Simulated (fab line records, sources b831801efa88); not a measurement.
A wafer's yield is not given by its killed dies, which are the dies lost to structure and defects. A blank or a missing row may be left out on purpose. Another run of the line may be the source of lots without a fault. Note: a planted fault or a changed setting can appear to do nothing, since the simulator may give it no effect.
8D (eight disciplines) problem report, filled in by code -- flow sky130 -- the parts of the form that need people (team, actions taken, sign-off) are left out

1. PROBLEM STATEMENT
killed_at_M4_up at SKY_PAD_OPEN_PROBE_99 reads a mean of 45.3 on 3 wafers of 1 lot; wafers without a fault read 3.0 with a standard deviation of 2. That puts it +21 standard deviations away from the usual mean.
First observed at day 51 07:41: wafer L301.1, on prober-01. The record holds 36 wafers of 12 lots with a number at this step. By rule, "out" or "out of limits" means more than 4 standard deviations away from the usual mean. The rest of the wafers with a number are treated as sound.

2. WHAT IT IS; WHAT IT IS NOT
question,is,is not
which readings at this step,killed_at_M4_up,"killed_at_M0_to_M3, killed-at-contacts, killed-at-front-end, killed-at-other, killed-open, killed-short, sort_bin_6_memory"
which lots,L301,"L281, L282, L285, L287, L289, L290, L291, L293, L294, L295, L297"
which wafers of those lots,all that have a number,-
read on which tools,prober-01,prober-02
when,from day 51 07:41,up to then (33 sound wafers)

3. THE SUSPECTS, EACH WITH WHAT RULES IT OUT
Counting: a tool at any process step up to the reading remains a suspect when it ran all the lots that are out and ran no sound lot after the first of those.
- cmp-01 at SKY_VIA4_CMP_02 (polishes SiO2): kept. It ran the lot that is out, L301 (day 48 07:43), and no sound lot after that; its last sound lot up to then is L297 (day 46 05:50).
- rie-diel-03 at SKY_VIA4_ETCH_12 (etches SiO2 in C4F8/O2/Ar, stops on TiN, target depth 580 nm): kept. It ran the lot that is out, L301 (day 49 02:09), and no sound lot after that; its last sound lot up to then is L294 (day 46 12:54).
- wet-bench-03 at SKY_VIA4_STRIP_14 (strips in post etch residue remover, time 1200 s): kept. It ran the lot that is out, L301 (day 49 02:19), and no sound lot after that; its last sound lot up to then is L294 (day 46 13:17).
- rie-metal-02 at SKY_METAL5_DESCUM_14 (chemistry O2, time 11 s): kept. It ran the lot that is out, L301 (day 49 19:52), and no sound lot after that; its last sound lot up to then is L297 (day 47 21:34).
- prober-01 at SKY_PAD_OPEN_PROBE_99: kept. It ran the lot that is out, L301 (day 51 07:41), and no sound lot after that; its last sound lot up to then is L297 (day 49 14:02). Out on those wafers are its own readings of killed_at_M4_up.
Left after counting: cmp-01 at SKY_VIA4_CMP_02, rie-diel-03 at SKY_VIA4_ETCH_12, wet-bench-03 at SKY_VIA4_STRIP_14, rie-metal-02 at SKY_METAL5_DESCUM_14, prober-01 at SKY_PAD_OPEN_PROBE_99.

4. THE CAUSE (what the simulator had put in)
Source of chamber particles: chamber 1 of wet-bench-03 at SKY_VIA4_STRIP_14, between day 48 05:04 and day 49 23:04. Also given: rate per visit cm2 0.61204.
Counting left 5 suspects, and this tool is among them.

5. THE CHAIN OF EFFECTS, in route order
Each row: a reading where the mean over the struck wafers with a number is more than 3 standard deviations away from the usual. Readings are gone through only where the record gives a usual standard deviation; hours: the median, over the lots, of the time from a lot's start at the first step in this table giving one to that lot's start at this step; sigmas: the change measured in usual standard deviations.
hours,step,reading,usual,on struck wafers,change,sigmas
0,SKY_PAD_OPEN_PROBE_99,defect-limited-yield,82.6 %,74.0,-8.6,-4.5
0,SKY_PAD_OPEN_PROBE_99,killed_at_M4_up,3.0,45.3,+42.3,+21
0,SKY_PAD_OPEN_PROBE_99,killed-dies,86,128,+42,+4.6
0,SKY_PAD_OPEN_PROBE_99,sort_bin_3_pad_short,0.8 %,2.4,+1.6,+4.1
0,SKY_PAD_OPEN_PROBE_99,sort_bin_5_function,10.5 %,16.1,+5.6,+4.0
0,SKY_PAD_OPEN_PROBE_99,sort-n-pass,406,364,-42,-4.6
0,SKY_PAD_OPEN_PROBE_99,sort-yield-pct,82.6 %,74.0,-8.6,-4.5
Its process steps:
- SKY_PAD_OPEN_PROBE_99

6. WHAT WOULD HAVE CAUGHT IT SOONER
The fault began at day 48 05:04; the first out-of-limits reading in this record came at day 51 07:41, 75 hours later.
Each of the lots that are out, 1 in all, had begun SKY_VIA4_STRIP_14 on wet-bench-03 no later than day 51 07:41. Had the tool been put on hold then, not one of them would have been saved.
